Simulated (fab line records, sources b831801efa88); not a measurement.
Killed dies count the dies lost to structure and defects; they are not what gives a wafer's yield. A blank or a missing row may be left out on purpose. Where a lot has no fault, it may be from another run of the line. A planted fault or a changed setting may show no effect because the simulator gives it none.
Struck lot and sound lot, side by side -- flow sky130 -- 15 out of 708 route steps
Sound: these wafers, L111.1, L111.3, L111.5. The struck wafers were L107.2, L107.4, L107.5. The cause is named last.
At each step with rows: each side's tool, then ch and its chambers, then its first start. Under that, the readings that differ: sound wafers -- struck wafers -- difference of the means -- sigmas: that difference in standard deviations of wafers without a fault.
alike: a reading whose means differ by less than 2 such deviations, as well as words and numbers matching on both sides. not compared: withheld readings; readings where some wafer has no value; bounds like >300 that might hide an equal value; numbers whose values overlap and for which the record gives no deviation.
The two part at a step that has a row with sigmas, a row that says differs or no value, or rows on one side only. Numbers that don't overlap but have no deviation are shown without sigmas and don't part them. A reading missing from all wafers of one side parts the sides only when that side holds two or more wafers.

first, 6 steps without rows for these wafers: SKY_VIA4_HMDS_05 (prime time 60 s); SKY_VIA4_COAT_06 (resist thk 1140 nm); SKY_VIA4_SOFTBAKE_07 (time 60 s); SKY_VIA4_EXPOSE_08 (exposes mask VIM4, target cd 800 nm); SKY_VIA4_PEB_09; SKY_VIA4_DEVELOP_10 (develop time 60 s).
SKY_VIA4_OVL_MEAS_11:
  sound on overlay-01 at day 48 11:23; struck on overlay-02 at day 48 00:17
  alike: VIA4_OVL
SKY_VIA4_ETCH_12: etches SiO2 in C4F8/O2/Ar, stops on TiN, target depth 580 nm.
  sound on rie_diel-01 ch 2,3, day 48 11:25; struck on rie_diel-03 ch 1,2,3, day 48 00:19
  alike: oes_product_au
SKY_VIA4_STRIP_13: strips in O2/N2.
  sound on plasma_asher-03 ch 0,1, day 48 11:29; struck on plasma_asher-01 ch 0,1, day 48 00:23
  alike: drypump_motor_current_A, oes_product_au, strip_time_to_endpoint_s
  not compared: rf_hours_counter_h
then, 3 steps without rows for these wafers: SKY_VIA4_STRIP_14 (strips in post etch residue remover, time 1200 s); SKY_VIA4_CLEAN_15 (cleans in IPA, time 180 s); SKY_VIA4_CLEAN_16 (cleans in O3/DIW).
SKY_VIA4_SPUTTER_17: material TiN, target thk 20 nm, time 80 s.
  sound on pvd_sputter-02 at day 48 12:11; struck on pvd_sputter-03 at day 48 00:59
reading,sound,struck,difference,sigmas
cathode_dc_power_W (W),4000.2 4000.2 4000.4,3540.8 3541.4 3540.0,-459.5,-99 or more
model.TiN_of_VIA4_SPUTTER_17.thk_nm (nm),20.31 20.4 20.03,17.23 17.26 17.25,-3.00,
  alike: throttle_valve_pct
SKY_VIA4_CVD_18: deposits W, target thk 505 nm, time 152.14 s.
  sound on cvd_w-02 ch 0,1, day 48 12:15; struck on cvd_w-02 ch 0,1, day 48 01:02
  alike: chamber_pressure_Torr, heater_power_w
-- the record jumps here: 2 days lie between the struck wafers' starts before and after (it left off in module VIA4 and takes up again in module PAD_OPEN, whose first step shown is number 708 of the route) --
SKY_PAD_OPEN_PROBE_99:
  record: rows for the struck wafers here (prober-02, day 50 10:03), none for the sound ones

WHERE THEY PART
First at SKY_VIA4_SPUTTER_17; last, within this record, at SKY_PAD_OPEN_PROBE_99.

WHY: what had been put in by the simulator
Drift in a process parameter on pvd_sputter-03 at SKY_VIA4_SPUTTER_17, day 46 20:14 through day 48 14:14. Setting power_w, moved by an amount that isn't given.
